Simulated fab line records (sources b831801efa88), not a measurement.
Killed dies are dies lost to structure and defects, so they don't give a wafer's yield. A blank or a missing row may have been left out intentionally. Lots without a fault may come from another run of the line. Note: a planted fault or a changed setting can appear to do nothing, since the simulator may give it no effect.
fab line records ; flow gf180mcu
record lots=6; wafers=18; last_day=34
route steps=602 shown V2@393
lots with no fault: from the same line, run without faults
start_h: hours from the record's first day to the start of the lot's first wafer shown ; wait_h: how many hours have passed since the lot's step before this one ; " repeats the value in the row above ; L1.1+2: a row that stands for several wafers ; - no value present, or no start provided ; * or withheld: withheld ; < > ~ a bound
route shown NAME@n: names a module that has steps shown in the file, with the first one's number in the route ; usual: the fault-free wafers' mean and standard deviation ; same: alike in all rows ; chamber/n: place in a boat ; sites: each site's reading ; _std_site: the standard deviation of these ; _edge_site: the outer-site mean with the inner-site mean subtracted ; radius_mm: how far each site lies from the wafer's centre ; mask NAME#n: copy n ; behind: the last tool/chamber to shape the wafer ; hold: why the lot was held/for how many hours/how that ended ; device: names the non-switching transistor (n, p or np) ; end of line: the route-end tests of the same wafers ; where a step has no rows: the recipe by itself ; killed: at the first sort, the dies lost to defects and structure; wafer yield is something else ; map: per-die view of a wafer (x killed, . not killed, _ where there is no die)
set.NAME: the setting the step ran with; set.NAME@STEP: the setting that earlier step ran with ; model.NAME: the simulator's own value behind a step, which no gauge read
lots at some steps of the route; a table a step, a row a wafer
services: the hour from which a tool's chamber was out of use, counted from the record's first day as start_h (under 0 if before that day), plus the number of hours and why
## steps
# step GF_V2_EXPOSE_11
# recipe mask_id=Via2; target_cd_nm=260; na=0.68; source_shape=conventional; sigma_outer=0.6; dose_mj=38
# step GF_V2_PEB_12
# recipe peb_temp_c=135; peb_time_s=90; resist=KrF
# step GF_V2_DEVELOP_13
# recipe develop_time_s=60; resist=KrF; dev_temp_c=21
# step GF_V2_CD_MEAS_14
# recipe target_cd_nm=260
# usual cd_nm=260.3/1.5
lot.wafer;tool;chamber;start_h;wait_h;cd_nm
L870.1;cd_sem-01;-;507.39;0.1;260.6
L870.4;cd_sem-01;-;507.39;0.1;261.9
L870.6;cd_sem-01;-;507.39;0.1;261.6
L882.1;cd_sem-01;-;608.34;0.1;262.3
L882.4;cd_sem-01;-;608.34;0.1;259.7
L882.5;cd_sem-01;-;608.34;0.1;260.4
L883.2;cd_sem-01;-;615.04;0.1;258.6
L883.3;cd_sem-01;-;615.04;0.1;258.3
L883.6;cd_sem-01;-;615.04;0.1;259.1
L885.2;cd_sem-01;-;628.51;0.1;258.1
L885.3;cd_sem-01;-;628.51;0.1;258.1
L885.5;cd_sem-01;-;628.51;0.1;259.9
L886.1;cd_sem-01;-;635.79;0.1;259.6
L886.4;cd_sem-01;-;635.79;0.1;260.6
L886.5;cd_sem-01;-;635.79;0.1;259.8
L887.1;cd_sem-01;-;639.92;0.1;262.6
L887.3;cd_sem-01;-;639.92;0.1;261.4
L887.4;cd_sem-01;-;639.92;0.1;263.1
# step GF_V2_OVL_MEAS_15
# usual V2_OVL=-3/4.4
lot.wafer;tool;chamber;start_h;wait_h;V2_OVL[nm]
L870.1;overlay-01;-;507.51;0.1;-16
L870.4;overlay-01;-;507.51;0.1;-4
L870.6;overlay-01;-;507.51;0.1;-5
L882.1;overlay-02;-;608.46;0.1;-11
L882.4;overlay-02;-;608.46;0.1;-3
L882.5;overlay-02;-;608.46;0.1;-5
L883.2;overlay-02;-;615.14;0.1;3
L883.3;overlay-02;-;615.14;0.1;-6
L883.6;overlay-02;-;615.14;0.1;-7
L885.2;overlay-01;-;628.62;0.1;-11
L885.3;overlay-01;-;628.62;0.1;-11
L885.5;overlay-01;-;628.62;0.1;-12
L886.1;overlay-01;-;635.91;0.1;-5
L886.4;overlay-01;-;635.91;0.1;-4
L886.5;overlay-01;-;635.91;0.1;-6
L887.1;overlay-01;-;640.04;0.1;-8
L887.3;overlay-01;-;640.04;0.1;2
L887.4;overlay-01;-;640.04;0.1;-5
# step GF_V2_ETCH_16
# recipe chemistry=N2/H2; target_depth_a=withheld; overetch_a=withheld; time_s=withheld; target=BARC; ion_energy_ev=200; source_w=500; bias_w=100; pressure_mtorr=30; n2_flow_sccm=100; h2_flow_sccm=200
# usual drypump_motor_current_A=6.0/0.33; oes_product_au=0.854/0.005; rf_fwd_power_W=494.5/2.2; throttle_valve_pct=13.225/0.0091
lot.wafer;tool;chamber;start_h;wait_h;drypump_motor_current_A;oes_product_au;rf_fwd_power_W;throttle_valve_pct
L870.1;rie_diel-02;1;507.54;0.0;5.8;0.847;495.8;13.243
L870.4;rie_diel-02;3;507.54;0.0;6.0;0.855;493.9;13.204
L870.6;rie_diel-02;1;507.54;0.0;5.9;0.860;496.0;13.224
L882.1;rie_diel-02;0;608.50;0.0;5.5;0.852;491.5;13.232
L882.4;rie_diel-02;3;608.50;0.0;6.0;0.858;498.7;13.224
L882.5;rie_diel-02;0;608.50;0.0;5.5;0.858;492.8;13.238
L883.2;rie_diel-01;2;615.17;0.0;6.2;0.856;493.8;13.208
L883.3;rie_diel-01;3;615.17;0.0;5.7;0.852;490.2;13.224
L883.6;rie_diel-01;0;615.17;0.0;5.8;0.854;493.6;13.214
L885.2;rie_diel-02;3;628.65;0.0;6.0;0.863;498.8;13.216
L885.3;rie_diel-02;2;628.65;0.0;6.3;0.854;491.1;13.232
L885.5;rie_diel-02;0;628.65;0.0;5.5;0.854;495.7;13.218
L886.1;rie_diel-03;1;635.94;0.0;5.8;0.858;491.9;13.221
L886.4;rie_diel-03;3;635.94;0.0;6.3;0.855;495.9;13.219
L886.5;rie_diel-03;1;635.94;0.0;5.8;0.854;495.5;13.221
L887.1;rie_diel-02;3;640.07;0.0;6.0;0.851;495.3;13.239
L887.3;rie_diel-02;1;640.07;0.0;5.9;0.848;496.8;13.230
L887.4;rie_diel-02;2;640.07;0.0;6.3;0.854;497.9;13.230
# step GF_V2_ETCH_17
# recipe chemistry=C4F8/O2/Ar; mask_material=KrF; target=SiO2; stop_on=TiN; source_w=1500; bias_w=1200; pressure_mtorr=40; c4f8_flow_sccm=withheld; O2_flow_sccm=6; Ar_flow_sccm=300; time_s=withheld; target_depth_a=6300
# usual oes_product_au=0.855/0.0047; rf_fwd_power_W=1492/5.2
lot.wafer;tool;chamber;start_h;wait_h;oes_product_au;rf_fwd_power_W
L870.1;rie_diel-02;1;-;-;0.853;1494
L870.4;rie_diel-02;3;-;-;0.853;1499
L870.6;rie_diel-02;1;-;-;0.845;1484
L882.1;rie_diel-02;0;-;-;0.862;1485
L882.4;rie_diel-02;3;-;-;0.856;1492
L882.5;rie_diel-02;0;-;-;0.849;1485
L883.2;rie_diel-01;2;-;-;0.856;1494
L883.3;rie_diel-01;3;-;-;0.865;1495
L883.6;rie_diel-01;0;-;-;0.856;1497
L885.2;rie_diel-02;3;-;-;0.854;1496
L885.3;rie_diel-02;2;-;-;0.859;1490
L885.5;rie_diel-02;0;-;-;0.853;1490
L886.1;rie_diel-03;1;-;-;0.856;1496
L886.4;rie_diel-03;3;-;-;0.851;1489
L886.5;rie_diel-03;1;-;-;0.853;1495
L887.1;rie_diel-02;3;-;-;0.857;1488
L887.3;rie_diel-02;1;-;-;0.856;1487
L887.4;rie_diel-02;2;-;-;0.847;1490
# step GF_V2_STRIP_18
# recipe chemistry=O2/N2; power_w=1400; pressure_mtorr=1500; platen_temp_c=250; o2_flow_sccm=3000; n2_flow_sccm=300; overash_fraction=0.5
# usual drypump_motor_current_A=5.7/0.62; heater_power_w=341/29; oes_product_au=0.592/0.005
lot.wafer;tool;chamber;start_h;wait_h;drypump_motor_current_A;heater_power_w;oes_product_au;rf_hours_counter_h
L870.1;plasma_asher-03;0;507.67;-;6.2;372;0.593;42
L870.4;plasma_asher-03;1;507.67;-;4.8;295;0.585;-
L870.6;plasma_asher-03;0;507.67;-;6.1;373;0.591;-
L882.1;plasma_asher-01;1;608.63;-;6.6;384;0.593;20
L882.4;plasma_asher-01;0;608.63;-;5.3;331;0.590;-
L882.5;plasma_asher-01;1;608.63;-;6.6;379;0.595;-
L883.2;plasma_asher-02;0;615.30;-;5.9;347;0.600;91
L883.3;plasma_asher-02;1;615.30;-;5.2;324;0.587;-
L883.6;plasma_asher-02;1;615.30;-;5.2;326;0.598;-
L885.2;plasma_asher-02;1;628.78;-;5.2;324;0.594;92
L885.3;plasma_asher-02;1;628.78;-;5.2;325;0.596;-
L885.5;plasma_asher-02;0;628.78;-;6.0;340;0.591;-
L886.1;plasma_asher-03;0;636.07;-;6.2;369;0.594;57
L886.4;plasma_asher-03;1;636.07;-;4.8;296;0.591;-
L886.5;plasma_asher-03;0;636.07;-;6.1;368;0.588;-
L887.1;plasma_asher-01;0;640.20;-;5.3;335;0.588;23
L887.3;plasma_asher-01;1;640.20;-;6.6;374;0.583;-
L887.4;plasma_asher-01;0;640.20;-;5.3;330;0.586;-
# step GF_V2_STRIP_19
# recipe chemistry=post_etch_residue_remover; time_s=1200; temp_c=72.5
# step GF_V2_CLEAN_20
# recipe chemistry=DIW; dry=n2_spin
# step GF_V2_SPUTTER_21
# recipe material=Ti; target_thk_nm=15; chamber_pressure_pa=5; power_w=2500; substrate_temp_c=200; time_s=80.02
# usual throttle_valve_pct=30.3/0.99
lot.wafer;tool;chamber;start_h;wait_h;throttle_valve_pct
L870.1;pvd_sputter-01;-;508.58;0.0;29.8
L870.4;pvd_sputter-01;-;508.58;0.0;30.0
L870.6;pvd_sputter-01;-;508.58;0.0;31.2
L882.1;pvd_sputter-01;-;609.17;0.0;31.2
L882.4;pvd_sputter-01;-;609.17;0.0;29.7
L882.5;pvd_sputter-01;-;609.17;0.0;31.3
L883.2;pvd_sputter-01;-;615.84;0.0;31.2
L883.3;pvd_sputter-01;-;615.84;0.0;30.2
L883.6;pvd_sputter-01;-;615.84;0.0;30.9
L885.2;pvd_sputter-03;-;629.32;0.0;28.4
L885.3;pvd_sputter-03;-;629.32;0.0;30.4
L885.5;pvd_sputter-03;-;629.32;0.0;30.4
L886.1;pvd_sputter-03;-;636.65;0.0;30.9
L886.4;pvd_sputter-03;-;636.65;0.0;30.3
L886.5;pvd_sputter-03;-;636.65;0.0;31.6
L887.1;pvd_sputter-02;-;640.77;0.0;30.0
L887.3;pvd_sputter-02;-;640.77;0.0;29.4
L887.4;pvd_sputter-02;-;640.77;0.0;31.7
# step GF_V2_SPUTTER_22
# recipe material=TiN; target_thk_nm=10; chamber_pressure_pa=5; power_w=4000; time_s=40
# usual throttle_valve_pct=30.3/0.96
lot.wafer;tool;chamber;start_h;wait_h;throttle_valve_pct
L870.1;pvd_sputter-01;-;508.64;0.0;30.0
L870.4;pvd_sputter-01;-;508.64;0.0;29.7
L870.6;pvd_sputter-01;-;508.64;0.0;30.8
L882.1;pvd_sputter-01;-;609.23;0.0;31.1
L882.4;pvd_sputter-01;-;609.23;0.0;30.1
L882.5;pvd_sputter-01;-;609.23;0.0;31.4
L883.2;pvd_sputter-01;-;615.90;0.0;31.2
L883.3;pvd_sputter-01;-;615.90;0.0;30.3
L883.6;pvd_sputter-01;-;615.90;0.0;31.3
L885.2;pvd_sputter-03;-;629.38;0.0;28.5
L885.3;pvd_sputter-03;-;629.38;0.0;30.6
L885.5;pvd_sputter-03;-;629.38;0.0;30.6
L886.1;pvd_sputter-03;-;636.71;0.0;31.0
L886.4;pvd_sputter-03;-;636.71;0.0;30.6
L886.5;pvd_sputter-03;-;636.71;0.0;31.6
L887.1;pvd_sputter-02;-;640.83;0.0;30.1
L887.3;pvd_sputter-02;-;640.83;0.0;29.7
L887.4;pvd_sputter-02;-;640.83;0.0;31.3
# step GF_V2_CVD_23
# recipe material=W; target_thk_nm=350; time_s=104.94; temp_c=400; pressure_torr=40
# usual chamber_pressure_Torr=40.00/0.094; heater_power_outer_w=515/91; heater_power_w=850/130
lot.wafer;tool;chamber;start_h;wait_h;chamber_pressure_Torr;heater_power_outer_w;heater_power_w
L870.1;cvd_w-01;0;508.68;0.0;40.19;427;725
L870.4;cvd_w-01;1;508.68;0.0;40.02;652;1030
L870.6;cvd_w-01;1;508.68;0.0;39.97;641;1026
L882.1;cvd_w-01;1;609.27;0.0;-;-;-
L882.4;cvd_w-01;0;609.27;0.0;-;-;-
L882.5;cvd_w-01;0;609.27;0.0;-;-;-
L883.2;cvd_w-01;0;615.94;0.0;-;-;-
L883.3;cvd_w-01;1;615.94;0.0;-;-;-
L883.6;cvd_w-01;1;615.94;0.0;-;-;-
L885.2;cvd_w-02;1;629.42;0.0;39.91;481;827
L885.3;cvd_w-02;0;629.42;0.0;39.94;484;789
L885.5;cvd_w-02;0;629.42;0.0;39.91;474;819
L886.1;cvd_w-01;0;636.75;0.0;40.13;426;725
L886.4;cvd_w-01;0;636.75;0.0;39.90;424;725
L886.5;cvd_w-01;0;636.75;0.0;40.12;439;721
L887.1;cvd_w-01;0;640.87;0.0;40.02;428;737
L887.3;cvd_w-01;0;640.87;0.0;39.87;424;710
L887.4;cvd_w-01;1;640.87;0.0;40.03;668;1054
# step GF_V2_RS_MEAS_24
# recipe thk_meas_gauge=four-point-probe; reads=W_of_V2_CVD_23+TiN_of_V2_SPUTTER_22+Ti_of_V2_SPUTTER_21
# usual V2_W_RS=0.328/0.0049
lot.wafer;tool;chamber;start_h;wait_h;V2_W_RS[ohm/sq]
L870.1;film_metro-04;-;508.79;0.1;0.334
L870.4;film_metro-04;-;508.79;0.1;0.320
L870.6;film_metro-04;-;508.79;0.1;0.321
L882.1;film_metro-01;-;609.42;0.1;44.278
L882.4;film_metro-01;-;609.42;0.1;43.813
L882.5;film_metro-01;-;609.42;0.1;43.990
L883.2;film_metro-04;-;616.15;0.2;43.666
L883.3;film_metro-04;-;616.15;0.2;44.235
L883.6;film_metro-04;-;616.15;0.2;44.443
L885.2;film_metro-04;-;629.55;0.1;0.327
L885.3;film_metro-04;-;629.55;0.1;0.323
L885.5;film_metro-04;-;629.55;0.1;0.325
L886.1;film_metro-04;-;636.87;0.1;0.330
L886.4;film_metro-04;-;636.87;0.1;0.327
L886.5;film_metro-04;-;636.87;0.1;0.332
L887.1;film_metro-04;-;640.98;0.1;0.328
L887.3;film_metro-04;-;640.98;0.1;0.330
L887.4;film_metro-04;-;640.98;0.1;0.323
# step GF_V2_THK_MEAS_25
# recipe thk_meas_gauge=xrf; reads=W_of_V2_CVD_23
# usual V2_W_THK=342/5.4
lot.wafer;tool;chamber;start_h;wait_h;V2_W_THK[nm]
L870.1;film_metro-04;-;508.91;0.1;341
L870.4;film_metro-04;-;508.91;0.1;354
L870.6;film_metro-04;-;508.91;0.1;353
L882.1;film_metro-01;-;609.54;0.1;<0
L882.4;film_metro-01;-;609.54;0.1;<0
L882.5;film_metro-01;-;609.54;0.1;<0
L883.2;film_metro-04;-;616.26;0.1;<0
L883.3;film_metro-04;-;616.26;0.1;<0
L883.6;film_metro-04;-;616.26;0.1;-
L885.2;film_metro-04;-;629.66;0.1;344
L885.3;film_metro-04;-;629.66;0.1;345
L885.5;film_metro-04;-;629.66;0.1;345
L886.1;film_metro-04;-;636.99;0.1;339
L886.4;film_metro-04;-;636.99;0.1;341
L886.5;film_metro-04;-;636.99;0.1;337
L887.1;film_metro-04;-;641.10;0.1;342
L887.3;film_metro-04;-;641.10;0.1;339
L887.4;film_metro-04;-;641.10;0.1;346
# step GF_V2_CMP_26
# recipe stop_on=SiO2; down_force_psi=3.5; platen_rpm=60; t_overpolish_s=15; target_thk_nm=0; pad_velocity_m_s=0.94248
# usual motor_current_A=10.7/1; slurry_flow_ml_min=149.9/0.44; time_to_endpoint_s=83/3.5
lot.wafer;tool;chamber;start_h;wait_h;motor_current_A;slurry_flow_ml_min;time_to_endpoint_s
L870.4;cmp-01;0;508.97;0.0;11.3;149.9;88
L870.1;cmp-01;1;508.97;0.0;9.8;150.0;84
L870.6;cmp-01;1;508.97;0.0;9.4;149.8;89
L882.4;cmp-01;3;609.65;0.1;11.0;150.4;5
L882.1;cmp-01;1;609.65;0.1;9.1;150.3;3
L882.5;cmp-01;3;609.65;0.1;11.2;149.9;4
L883.2;cmp-01;2;616.31;0.0;10.7;150.0;3
L883.3;cmp-01;3;616.31;0.0;10.9;149.7;3
L883.6;cmp-01;3;616.31;0.0;11.3;149.8;5
L885.3;cmp-02;2;629.81;0.1;10.3;149.8;86
L885.2;cmp-02;3;629.81;0.1;9.5;149.1;84
L885.5;cmp-02;1;629.81;0.1;10.1;150.0;78
L886.1;cmp-02;2;637.05;0.1;10.4;150.3;84
L886.4;cmp-02;1;637.05;0.1;10.9;149.4;78
L886.5;cmp-02;2;637.05;0.1;10.7;149.5;83
L887.1;cmp-01;2;641.16;0.1;10.6;150.3;84
L887.3;cmp-01;3;641.16;0.1;11.4;149.6;90
L887.4;cmp-01;0;641.16;0.1;11.3;149.4;86
## services
tool;chamber;start_h;hours;kind
rie_diel-01;3;485.54;9.6;repair
cmp-02;-;499.08;1.5;repair
cmp-01;-;502.89;1.2;repair
plasma_asher-01;-;506.92;3.2;repair
cmp-01;-;529.40;1.8;repair
plasma_asher-02;-;530.93;2.8;pm
pvd_sputter-02;-;533.96;1.3;repair
rie_diel-03;3;534.96;5.5;repair
plasma_asher-02;-;538.89;14.6;pm
cmp-02;-;544.01;0.6;repair
plasma_asher-02;-;557.39;8.0;repair
cmp-01;-;572.00;4.0;pm
cmp-02;-;577.39;2.5;repair
pvd_sputter-01;-;583.79;0.5;repair
cmp-01;-;583.83;3.3;pm
cvd_w-01;-;586.70;0.9;repair
plasma_asher-01;-;587.64;2.8;pm
cmp-01;-;588.78;2.2;repair
rie_diel-02;0;589.76;10.9;repair
rie_diel-02;-;593.68;4.0;pm
rie_diel-01;3;600.71;12.8;repair
pvd_sputter-03;-;615.18;11.3;repair
pvd_sputter-01;-;618.44;1.8;repair
rie_diel-02;1;632.59;5.8;repair
## key
first_sign step=GF_V2_CVD_23; reading=tool_record; direction=missing
effect step=GF_V2_RS_MEAS_24; reading=V2_W_RS; direction=up; sigmas=99+; usual=0.328; struck=44.071
effect step=GF_V2_THK_MEAS_25; reading=V2_W_THK; direction=down; sigmas=63; usual=342; struck=<0
effect step=GF_V2_CMP_26; reading=time_to_endpoint_s; direction=down; sigmas=23; usual=*; struck=*
met_at GF_V2_CVD_23
struck_wafers L882.1,L882.4,L882.5,L883.2,L883.3,L883.6
later_rows_left_out L882.1,L882.4,L882.5,L883.2,L883.3,L883.6
sort_left_out L882.1,L882.4,L882.5,L883.2,L883.3,L883.6
onset_between 508.68 609.27
fault kind=skipped_step_whole; tool=cvd_w-01; chamber=-; onset_h=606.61; steps=GF_V2_CVD_23; scope=struck_lots_only
# sort_left_out: the simulated sort isn't trusted on such a fault, so these wafers' sort isn't shown, and their yield isn't known
# later_rows_left_out: the simulator's readings of these wafers behind a module that went badly wrong aren't trusted and aren't shown, but for the sort
